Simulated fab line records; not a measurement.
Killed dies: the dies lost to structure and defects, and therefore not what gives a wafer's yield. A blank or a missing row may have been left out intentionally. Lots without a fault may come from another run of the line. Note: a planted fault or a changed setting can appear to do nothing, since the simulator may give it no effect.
8D (eight disciplines) problem report, filled in by code	flow gf180mcu	the parts of the form that need people (team, actions taken, sign-off) are left out

1. WHAT IS WRONG
Wafers with no fault read 1493 W with a standard deviation of 4.6, whereas rf-fwd-power-W at GF_V1_ETCH_17 reads a mean of 1255 W on 1 wafer of 1 lot. That puts it -52 standard deviations away from the usual mean.
The step: etches SiO2 in C4F8/O2/Ar, stops on TiN, target depth 630 nm.
Earliest sighting: wafer L203.1 on rie-diel-02 at day 22 04:00. The record holds 39 wafers of 13 lots with a number at this step. Rule for "out" (also "out of limits"): further than 4 standard deviations from the usual mean. Any other wafer with a number is counted as sound.

2. WHAT IT IS AND WHAT IT IS NOT
question	is	is not
which readings at this step	rf-fwd-power-W	oes-product-au
which lots	L203	L193, L195, L196, L198, L200, L202, L210, L211, L212, L213, L214, L215
which wafers of those lots	L203.1	L203.4, L203.6
read on which tools	rie-diel-02	rie-diel-01, rie-diel-04
when	from day 22 04:00	up to then (20 sound wafers); but 18 sound wafers of L210, L211, L212, L213, L214, L215 came after

3. THE SUSPECTS, EACH WITH WHAT RULES IT OUT
Counting: if a tool at a process step up to the reading ran every lot that is out, it stays a suspect. Sound lots after the first of them don't rule it out here, since some wafers of a struck lot are sound.
- rie-diel-02 at GF_V1_ETCH_16 (etches BARC in N2/H2): kept. It ran the lot that is out, L203 (day 22 04:08); its last sound lot up to then is L200 (day 21 07:33).
- rie-diel-02 at GF_V1_ETCH_17 (etches SiO2 in C4F8/O2/Ar, stops on TiN, target depth 630 nm): kept. It ran the lot that is out, L203 (day 22 04:00); its last sound lot up to then is L200 (day 21 07:00). Out on those wafers are its own readings of rf-fwd-power-W.
- Within rie-diel-02 at GF_V1_ETCH_16: the wafers that are out ran in chamber 1; their sound lot-mates ran in chambers 2, 3.
- Within rie-diel-02 at GF_V1_ETCH_17: the wafers that are out ran in chamber 1; their sound lot-mates ran in chambers 2, 3.
The count leaves rie-diel-02 at GF_V1_ETCH_17 and rie-diel-02 at GF_V1_ETCH_16.

4. THE CAUSE (what the simulator had put in)
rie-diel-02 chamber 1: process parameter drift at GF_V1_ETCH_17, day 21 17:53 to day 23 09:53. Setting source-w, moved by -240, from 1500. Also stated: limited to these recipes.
2 suspects survive the count, and this tool is in that group.

5. THE EFFECT CHAIN, in route order
Rows list readings where the struck wafers' mean (over those with a number) sits beyond 3 standard deviations from the usual. Scope: only readings with a usual standard deviation given in the record; hours: median across lots of the time from each lot's start at the first step in this table that gives one to its start at this step; sigmas: change in usual standard deviations.
hours	step	reading	usual	on struck wafers	change	sigmas
0	GF_V1_ETCH_17	rf-fwd-power-W	1493 W	1255	-238	-52
The process steps in it:
- GF_V1_ETCH_17: etches SiO2 in C4F8/O2/Ar, stops on TiN, target depth 630 nm.

6. HOW IT WOULD HAVE BEEN CAUGHT EARLIER
In this record no reading fell out of limits until day 22 04:00, 10 hours after the fault had begun at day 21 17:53.
